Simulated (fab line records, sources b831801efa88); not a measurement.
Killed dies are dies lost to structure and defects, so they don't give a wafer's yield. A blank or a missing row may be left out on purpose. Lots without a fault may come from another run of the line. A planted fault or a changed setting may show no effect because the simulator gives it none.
Which tool did it? | flow sky130 | 13 lots, 39 wafers sampled, at 6 steps of a route of 708

WHAT THE GAUGES READ, wafer by wafer
SKY_PWDE_OVL_MEAS_07.
lot  | measured    | on         | PWDE_OVL (nm)
L336 | day 3 21:43 | overlay-02 | -1.9 -1.9 -1.5
L337 | day 3 23:24 | overlay-02 | 0.2 1.3 -1.2
L342 | day 5 05:50 | overlay-01 | -0.8 -1.6 -0.9
L343 | day 5 14:47 | overlay-02 | - - -
L344 | day 5 17:49 | overlay-01 | 0.3 -0.3 0.2
L345 | day 5 23:55 | overlay-01 | -1.2 -0.2 0.2
L353 | day 7 19:25 | overlay-02 | 1.5 -1.7 -0.4
L354 | day 8 00:32 | overlay-01 | -1.7 -1.1 -1.6
L355 | day 8 05:28 | overlay-01 | 0.4 1.6 -0.1
L356 | day 8 12:52 | overlay-01 | 1.8 1.5 2.9
L357 | day 8 18:38 | overlay-01 | -2.0 -0.7 0.2
L359 | day 9 06:25 | overlay-01 | 1.4 3.2 2.8
L358 | day 9 06:44 | overlay-02 | -1.1 0.7 0.9

SKY_PWDE_TW_MEAS_10.
lot  | measured    | on            | PWDE_TW
L336 | day 3 22:00 | film_metro-04 | 381 383 382
L337 | day 3 23:41 | film_metro-04 | 383 383 382
L342 | day 5 06:08 | film_metro-04 | 383 382 382
L343 | day 5 15:05 | film_metro-04 | 31 31 31
L344 | day 5 18:09 | film_metro-04 | 383 382 383
L345 | day 6 00:12 | film_metro-01 | 376 376 377
L353 | day 7 19:42 | film_metro-01 | 377 375 376
L354 | day 8 00:49 | film_metro-01 | 375 376 378
L355 | day 8 05:46 | film_metro-04 | 382 382 384
L356 | day 8 13:09 | film_metro-02 | 374 375 371
L357 | day 8 18:55 | film_metro-04 | 384 382 383
L359 | day 9 06:43 | film_metro-04 | 382 383 383
L358 | day 9 07:02 | film_metro-01 | 377 377 377

SKY_VT_ADJUST_NCORE_TW_MEAS_11.
lot  | measured     | on            | VT_ADJUST_NCORE_TW
L336 | day 8 12:38  | film_metro-02 | 219.1 218.9 219.1
L337 | day 8 13:55  | film_metro-03 | 220.9 220.1 220.4
L342 | day 10 06:39 | film_metro-02 | 219.1 218.0 217.7
L343 | day 10 17:44 | film_metro-02 | 217.5 219.1 218.4
L344 | day 11 00:29 | film_metro-02 | 218.7 217.6 219.4
L345 | day 11 07:17 | film_metro-03 | 222.0 220.1 220.2
L353 | day 13 14:57 | film_metro-02 | 217.6 217.9 218.4
L354 | day 13 21:23 | film_metro-03 | 220.4 221.6 220.5
L355 | day 14 04:28 | film_metro-01 | 220.6 221.1 219.6
L356 | day 14 13:30 | film_metro-01 | 221.5 219.7 220.4
L357 | day 14 21:16 | film_metro-01 | 220.0 220.8 221.2
L359 | day 15 12:25 | film_metro-01 | 221.7 220.8 222.4
L358 | day 15 12:56 | film_metro-01 | 220.3 220.8 219.8

SKY_VT_ADJUST_HVTR_CD_MEAS_07: target cd 380 nm.
lot  | measured     | on        | cd_nm (nm)
L336 | day 9 10:20  | cd_sem-01 | 379.5 378.0 377.3
L337 | day 9 11:08  | cd_sem-02 | 380.4 379.0 379.6
L342 | day 11 06:04 | cd_sem-02 | 379.7 380.5 379.0
L343 | day 11 16:37 | cd_sem-02 | 380.5 381.9 382.4
L344 | day 11 23:42 | cd_sem-02 | 385.1 382.0 382.4
L345 | day 12 07:22 | cd_sem-02 | 383.0 383.8 383.2
L353 | day 14 17:07 | cd_sem-02 | 381.3 383.2 382.0
L354 | day 14 23:41 | cd_sem-01 | 381.8 381.8 380.5
L355 | day 15 07:22 | cd_sem-01 | 381.2 382.2 383.9
L356 | day 15 16:38 | cd_sem-01 | 379.4 382.9 379.4
L357 | day 16 00:56 | cd_sem-01 | 381.4 381.7 381.4
L359 | day 16 16:05 | cd_sem-02 | 379.0 380.5 379.8
L358 | day 16 17:31 | cd_sem-02 | 376.4 376.2 380.4

WHICH TOOL RAN EACH LOT (tool, then ch and the chambers of the sampled wafers, then the start)
lot  | SKY_PWDE_EXPOSE_04                 | SKY_NWELL_STRIP_25
L336 | iline_stepper-01 ch 0, day 3 13:55 | plasma_asher-02 ch 0,1, day 5 08:07
L337 | iline_stepper-02 ch 0, day 3 15:53 | plasma_asher-02 ch 0,1, day 5 09:39
L342 | iline_stepper-01 ch 0, day 4 21:56 | plasma_asher-04 ch 0, day 6 19:13
L343 | iline_stepper-01 ch 0, day 5 06:09 | plasma_asher-03 ch 0,1, day 7 04:45
L344 | iline_stepper-01 ch 0, day 5 09:21 | plasma_asher-03 ch 0,1, day 7 08:13
L345 | iline_stepper-01 ch 0, day 5 14:52 | plasma_asher-04 ch 0,1, day 7 15:07
L353 | iline_stepper-01 ch 0, day 7 10:19 | plasma_asher-02 ch 1, day 9 14:13
L354 | iline_stepper-01 ch 0, day 7 15:35 | plasma_asher-04 ch 0,1, day 9 20:01
L355 | iline_stepper-02 ch 0, day 7 19:29 | plasma_asher-04 ch 0,1, day 10 01:26
L356 | iline_stepper-02 ch 0, day 8 02:58 | plasma_asher-04 ch 0, day 10 10:32
L357 | iline_stepper-02 ch 0, day 8 08:51 | plasma_asher-02 ch 0,1, day 10 15:43
L359 | iline_stepper-01 ch 0, day 8 19:47 | plasma_asher-02 ch 0,1, day 11 05:14
L358 | iline_stepper-01 ch 0, day 8 20:17 | plasma_asher-03 ch 0,1, day 11 05:58
- SKY_PWDE_EXPOSE_04: exposes mask PWDEM, target cd 840 nm.
- SKY_NWELL_STRIP_25: strips in O2/N2.

WHAT THE TOOLS THEMSELVES READ (means of the sampled wafers that have a number; where no wafer has one, the mark that the record gives instead)
SKY_PWDE_EXPOSE_04.
lot  | tool             | stage_vel_mm_s (mm/s)
L336 | iline_stepper-01 | 499.94
L337 | iline_stepper-02 | 499.77
L342 | iline_stepper-01 | 499.76
L343 | iline_stepper-01 | 500.47
L344 | iline_stepper-01 | 500.01
L345 | iline_stepper-01 | 500.33
L353 | iline_stepper-01 | 499.98
L354 | iline_stepper-01 | 499.79
L355 | iline_stepper-02 | 499.66
L356 | iline_stepper-02 | 499.81
L357 | iline_stepper-02 | 500.07
L359 | iline_stepper-01 | 500.24
L358 | iline_stepper-01 | 499.86

SKY_NWELL_STRIP_25.
lot  | tool            | drypump_motor_current_A (A) | oes_product_au (a.u.) | strip_time_to_endpoint_s (s)
L336 | plasma_asher-02 | 5.82                        | 0.723                 | 36.87
L337 | plasma_asher-02 | 5.54                        | 0.722                 | 36.95
L342 | plasma_asher-04 | 5.84                        | 0.724                 | 36.79
L343 | plasma_asher-03 | 5.68                        | 0.723                 | 36.95
L344 | plasma_asher-03 | 5.70                        | 0.724                 | 36.81
L345 | plasma_asher-04 | 5.72                        | 0.721                 | 36.86
L353 | plasma_asher-02 | 6.10                        | 0.718                 | 36.97
L354 | plasma_asher-04 | 5.75                        | 0.725                 | 36.79
L355 | plasma_asher-04 | 5.72                        | 0.718                 | 36.88
L356 | plasma_asher-04 | 5.84                        | 0.718                 | 36.89
L357 | plasma_asher-02 | 5.80                        | 0.722                 | 36.95
L359 | plasma_asher-02 | 5.52                        | 0.723                 | 36.90
L358 | plasma_asher-03 | 5.70                        | 0.725                 | 37.05

THE ANSWER, worked out from the rows above alone
Rule: what is usual is taken from the lots themselves. Put in order of their means at a reading, lots are off if they are a third of the lots or fewer, leave a main group of 4 or more, and stand apart from it by a gap of 3 or more times the standard deviation of the main group's means; of several such gaps the widest counts. A main group whose means are all the same, to the digits that the tables above print for the reading, isn't used. A lot without any number at a reading at which 4 lots or more have one is off too. The other lots that the step has rows for count as sound. The gauges are gone through in route order, then the tools' own readings, and for those a lot's mean is taken as printed above. The first step at which some lot is off is used, and at that step the reading that is off furthest; a lot without a number counts as furthest.
Off: L343, at SKY_PWDE_OVL_MEAS_07 (PWDE_OVL). Without a number there: L343. The main group: mean -0.0 nm, standard deviation 1.2.
A tool fits if, at a process step before that reading, it ran every lot that is off, and no sound lot after the first of them. The gauges at SKY_PWDE_OVL_MEAS_07 aren't tried: what is off there is off at SKY_PWDE_TW_MEAS_10 too, on other tools, and a gauge's error can't cause that. None of those tried fits.

WHAT THE SIMULATOR HAD PUT IN
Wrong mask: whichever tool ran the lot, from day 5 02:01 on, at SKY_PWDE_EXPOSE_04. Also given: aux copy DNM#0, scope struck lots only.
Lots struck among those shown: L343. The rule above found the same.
